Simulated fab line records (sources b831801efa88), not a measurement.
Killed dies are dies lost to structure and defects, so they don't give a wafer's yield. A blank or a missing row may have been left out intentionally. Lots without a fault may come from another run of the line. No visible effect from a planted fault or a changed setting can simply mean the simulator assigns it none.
Which tool was responsible? :: flow gf180mcu :: 15 lots with 45 wafers sampled at 4 steps, on a route of 602 steps

== WHAT EACH GAUGE READ, for each wafer ==
GF_MVPSD_TW_MEAS_11.
lot: L112
measured: day 4 18:51
on: film-metro-01
MVPSD_TW: 553 554 551

lot: L113
measured: day 5 06:34
on: film-metro-03
MVPSD_TW: 557 557 559

lot: L114
measured: day 5 11:59
on: film-metro-03
MVPSD_TW: 557 560 553

lot: L116
measured: day 6 00:08
on: film-metro-02
MVPSD_TW: 554 554 552

lot: L118
measured: day 6 08:29
on: film-metro-02
MVPSD_TW: 552 552 553

lot: L119
measured: day 6 21:56
on: film-metro-02
MVPSD_TW: 553 553 551

lot: L121
measured: day 7 06:38
on: film-metro-01
MVPSD_TW: 553 553 553

lot: L122
measured: day 7 14:08
on: film-metro-02
MVPSD_TW: 552 550 551

lot: L124
measured: day 7 23:40
on: film-metro-01
MVPSD_TW: 554 554 555

lot: L125
measured: day 8 06:35
on: film-metro-03
MVPSD_TW: 326 327 327

lot: L126
measured: day 8 09:47
on: film-metro-01
MVPSD_TW: 322 320 322

lot: L127
measured: day 8 18:14
on: film-metro-02
MVPSD_TW: 319 319 320

lot: L129
measured: day 9 03:41
on: film-metro-02
MVPSD_TW: 553 553 552

lot: L133
measured: day 10 04:08
on: film-metro-01
MVPSD_TW: 556 554 554

lot: L135
measured: day 10 18:14
on: film-metro-02
MVPSD_TW: 557 554 552

GF_VT_IMPLANT_RS_MEAS_49: the measuring method here is four-point-probe.
lot: L112
measured: day 7 07:17
on: film-metro-01
MVPSD_RS (ohm/sq): 1171 1165 1167

lot: L113
measured: day 7 19:18
on: film-metro-02
MVPSD_RS (ohm/sq): 1169 1167 1172

lot: L114
measured: day 8 00:25
on: film-metro-02
MVPSD_RS (ohm/sq): 1167 1166 1164

lot: L116
measured: day 8 14:52
on: film-metro-01
MVPSD_RS (ohm/sq): 1172 1175 1173

lot: L118
measured: day 9 00:16
on: film-metro-03
MVPSD_RS (ohm/sq): 1168 1164 1166

lot: L119
measured: day 9 15:23
on: film-metro-01
MVPSD_RS (ohm/sq): 1172 1169 1172

lot: L121
measured: day 10 00:02
on: film-metro-01
MVPSD_RS (ohm/sq): 1167 1167 1170

lot: L122
measured: day 10 08:59
on: film-metro-03
MVPSD_RS (ohm/sq): 1174 1175 1176

lot: L124
measured: day 10 20:13
on: film-metro-02
MVPSD_RS (ohm/sq): 1167 1171 1167

lot: L125
measured: day 11 04:19
on: film-metro-01
MVPSD_RS (ohm/sq): 3948 3957 3967

lot: L126
measured: day 11 10:16
on: film-metro-02
MVPSD_RS (ohm/sq): 3969 3977 3976

lot: L127
measured: day 11 19:22
on: film-metro-02
MVPSD_RS (ohm/sq): 3960 3966 3958

lot: L129
measured: day 12 06:02
on: film-metro-03
MVPSD_RS (ohm/sq): 1169 1169 1171

lot: L133
measured: day 13 09:23
on: film-metro-02
MVPSD_RS (ohm/sq): 1168 1166 1166

lot: L135
measured: day 14 02:07
on: film-metro-02
MVPSD_RS (ohm/sq): 1165 1167 1170

== WHAT TOOL EACH LOT RAN ON (gives the tool, then ch and the chambers of the sampled wafers, and finally the start) ==
lot: L112
GF_NWELL_STRIP_10: plasma-asher-02 ch 0,1, day 3 02:27
GF_MVPSD_IMPLANT_08: implanter-02 ch 0, day 4 18:29

lot: L113
GF_NWELL_STRIP_10: plasma-asher-04 ch 0,1, day 3 13:01
GF_MVPSD_IMPLANT_08: implanter-02 ch 0, day 5 06:12

lot: L114
GF_NWELL_STRIP_10: plasma-asher-03 ch 0,1, day 3 18:52
GF_MVPSD_IMPLANT_08: implanter-01 ch 0, day 5 11:37

lot: L116
GF_NWELL_STRIP_10: plasma-asher-02 ch 0,1, day 4 05:28
GF_MVPSD_IMPLANT_08: implanter-03 ch 0, day 5 23:44

lot: L118
GF_NWELL_STRIP_10: plasma-asher-02 ch 0,1, day 4 13:59
GF_MVPSD_IMPLANT_08: implanter-02 ch 0, day 6 08:05

lot: L119
GF_NWELL_STRIP_10: plasma-asher-03 ch 0,1, day 4 23:50
GF_MVPSD_IMPLANT_08: implanter-01 ch 0, day 6 21:32

lot: L121
GF_NWELL_STRIP_10: plasma-asher-02 ch 0,1, day 5 08:02
GF_MVPSD_IMPLANT_08: implanter-02 ch 0, day 7 06:14

lot: L122
GF_NWELL_STRIP_10: plasma-asher-04 ch 0,1, day 5 14:35
GF_MVPSD_IMPLANT_08: implanter-03 ch 0, day 7 13:44

lot: L124
GF_NWELL_STRIP_10: plasma-asher-02 ch 0,1, day 6 01:14
GF_MVPSD_IMPLANT_08: implanter-02 ch 0, day 7 23:16

lot: L125
GF_NWELL_STRIP_10: plasma-asher-04 ch 0,1, day 6 06:37
GF_MVPSD_IMPLANT_08: implanter-02, day 8 06:11

lot: L126
GF_NWELL_STRIP_10: plasma-asher-02 ch 0,1, day 6 11:41
GF_MVPSD_IMPLANT_08: implanter-01, day 8 09:25

lot: L127
GF_NWELL_STRIP_10: plasma-asher-02 ch 0,1, day 6 18:41
GF_MVPSD_IMPLANT_08: implanter-02, day 8 17:50

lot: L129
GF_NWELL_STRIP_10: plasma-asher-02 ch 1, day 7 03:02
GF_MVPSD_IMPLANT_08: implanter-02 ch 0, day 9 03:17

lot: L133
GF_NWELL_STRIP_10: plasma-asher-04 ch 0,1, day 8 01:02
GF_MVPSD_IMPLANT_08: implanter-02 ch 0, day 10 03:44

lot: L135
GF_NWELL_STRIP_10: plasma-asher-02 ch 0,1, day 8 12:41
GF_MVPSD_IMPLANT_08: implanter-02 ch 0, day 10 17:50
- GF_NWELL_STRIP_10: strips in O2/N2.
- GF_MVPSD_IMPLANT_08

== AS READ BY THE TOOLS THEMSELVES (means over the sampled wafers that have a number; for cases with no such wafer, the mark the record gives instead) ==
GF_NWELL_STRIP_10.
lot: L112
tool: plasma-asher-02
drypump-motor-current-A (A): 6.03
heater-power-w (W): 343
oes-product-au (a.u.): 0.725
strip-time-to-endpoint-s (s): 36.93

lot: L113
tool: plasma-asher-04
drypump-motor-current-A (A): 5.94
heater-power-w (W): 373
oes-product-au (a.u.): 0.725
strip-time-to-endpoint-s (s): 37.01

lot: L114
tool: plasma-asher-03
drypump-motor-current-A (A): 5.71
heater-power-w (W): 327
oes-product-au (a.u.): 0.720
strip-time-to-endpoint-s (s): 36.92

lot: L116
tool: plasma-asher-02
drypump-motor-current-A (A): 6.11
heater-power-w (W): 346
oes-product-au (a.u.): 0.716
strip-time-to-endpoint-s (s): 36.91

lot: L118
tool: plasma-asher-02
drypump-motor-current-A (A): 6.04
heater-power-w (W): 341
oes-product-au (a.u.): 0.720
strip-time-to-endpoint-s (s): 36.91

lot: L119
tool: plasma-asher-03
drypump-motor-current-A (A): 5.72
heater-power-w (W): 330
oes-product-au (a.u.): 0.725
strip-time-to-endpoint-s (s): 36.99

lot: L121
tool: plasma-asher-02
drypump-motor-current-A (A): 6.11
heater-power-w (W): 350
oes-product-au (a.u.): 0.723
strip-time-to-endpoint-s (s): 37.14

lot: L122
tool: plasma-asher-04
drypump-motor-current-A (A): 6.04
heater-power-w (W): 356
oes-product-au (a.u.): 0.723
strip-time-to-endpoint-s (s): 36.99

lot: L124
tool: plasma-asher-02
drypump-motor-current-A (A): 6.10
heater-power-w (W): 355
oes-product-au (a.u.): 0.723
strip-time-to-endpoint-s (s): 37.07

lot: L125
tool: plasma-asher-04
drypump-motor-current-A (A): 6.07
heater-power-w (W): 362
oes-product-au (a.u.): 0.721
strip-time-to-endpoint-s (s): 37.02

lot: L126
tool: plasma-asher-02
drypump-motor-current-A (A): 6.03
heater-power-w (W): 333
oes-product-au (a.u.): 0.719
strip-time-to-endpoint-s (s): 37.07

lot: L127
tool: plasma-asher-02
drypump-motor-current-A (A): 6.09
heater-power-w (W): 357
oes-product-au (a.u.): 0.721
strip-time-to-endpoint-s (s): 37.04

lot: L129
tool: plasma-asher-02
drypump-motor-current-A (A): 5.94
heater-power-w (W): 309
oes-product-au (a.u.): 0.723
strip-time-to-endpoint-s (s): 37.11

lot: L133
tool: plasma-asher-04
drypump-motor-current-A (A): 5.93
heater-power-w (W): 372
oes-product-au (a.u.): 0.721
strip-time-to-endpoint-s (s): 37.14

lot: L135
tool: plasma-asher-02
drypump-motor-current-A (A): 6.13
heater-power-w (W): 354
oes-product-au (a.u.): 0.723
strip-time-to-endpoint-s (s): 36.98

GF_MVPSD_IMPLANT_08.
lot: L112
tool: implanter-02
beam-energy-keV: 169.99
beam-on-s (s): 10.08

lot: L113
tool: implanter-02
beam-energy-keV: 169.99
beam-on-s (s): 10.25

lot: L114
tool: implanter-01
beam-energy-keV: 170.02
beam-on-s (s): 9.95

lot: L116
tool: implanter-03
beam-energy-keV: 169.97
beam-on-s (s): 9.98

lot: L118
tool: implanter-02
beam-energy-keV: 169.92
beam-on-s (s): 9.96

lot: L119
tool: implanter-01
beam-energy-keV: 169.94
beam-on-s (s): 10.15

lot: L121
tool: implanter-02
beam-energy-keV: 170.00
beam-on-s (s): 10.06

lot: L122
tool: implanter-03
beam-energy-keV: 169.96
beam-on-s (s): 10.02

lot: L124
tool: implanter-02
beam-energy-keV: 169.96
beam-on-s (s): 10.01

lot: L125
tool: implanter-02
beam-energy-keV: -
beam-on-s (s): -

lot: L126
tool: implanter-01
beam-energy-keV: -
beam-on-s (s): -

lot: L127
tool: implanter-02
beam-energy-keV: -
beam-on-s (s): -

lot: L129
tool: implanter-02
beam-energy-keV: 170.01
beam-on-s (s): 10.07

lot: L133
tool: implanter-02
beam-energy-keV: 169.95
beam-on-s (s): 10.08

lot: L135
tool: implanter-02
beam-energy-keV: 170.01
beam-on-s (s): 10.14

== THE ANSWER, worked out from the rows above alone ==
Rule: usual is defined by the lots themselves. Put in order of their means at a reading, lots are off if they are a third of the lots or fewer, leave a main group of 4 or more, and stand apart from it by a gap of 3 or more times the standard deviation of the main group's means; of several such gaps the widest counts. Not used: any main group whose means are identical at the precision the tables above print for the reading. Also off: a lot with no number at a reading for which 4 or more lots have one. Any other lot the step has rows for is counted as sound. Order of review: gauges by route order, followed by the tools' own readings, for which a lot's mean as printed above is used. At the first step where some lot is off, the reading lying furthest off is the one used; lots without a number count as furthest.
Off: L125, L126, L127, seen at GF_MVPSD_TW_MEAS_11 (MVPSD_TW). The main group: mean 554, standard deviation 1.8.
A tool fits if, at a process step before that reading, it ran every lot that is off, and no sound lot after the first of them. Not tried: the gauges at GF_MVPSD_TW_MEAS_11; whatever is off there is also off at GF_MVPSD_IMPLANT_08, on other tools, and gauge error can't account for it. Of those tried, none fits.

== WHAT HAD BEEN PUT IN BY THE SIMULATOR ==
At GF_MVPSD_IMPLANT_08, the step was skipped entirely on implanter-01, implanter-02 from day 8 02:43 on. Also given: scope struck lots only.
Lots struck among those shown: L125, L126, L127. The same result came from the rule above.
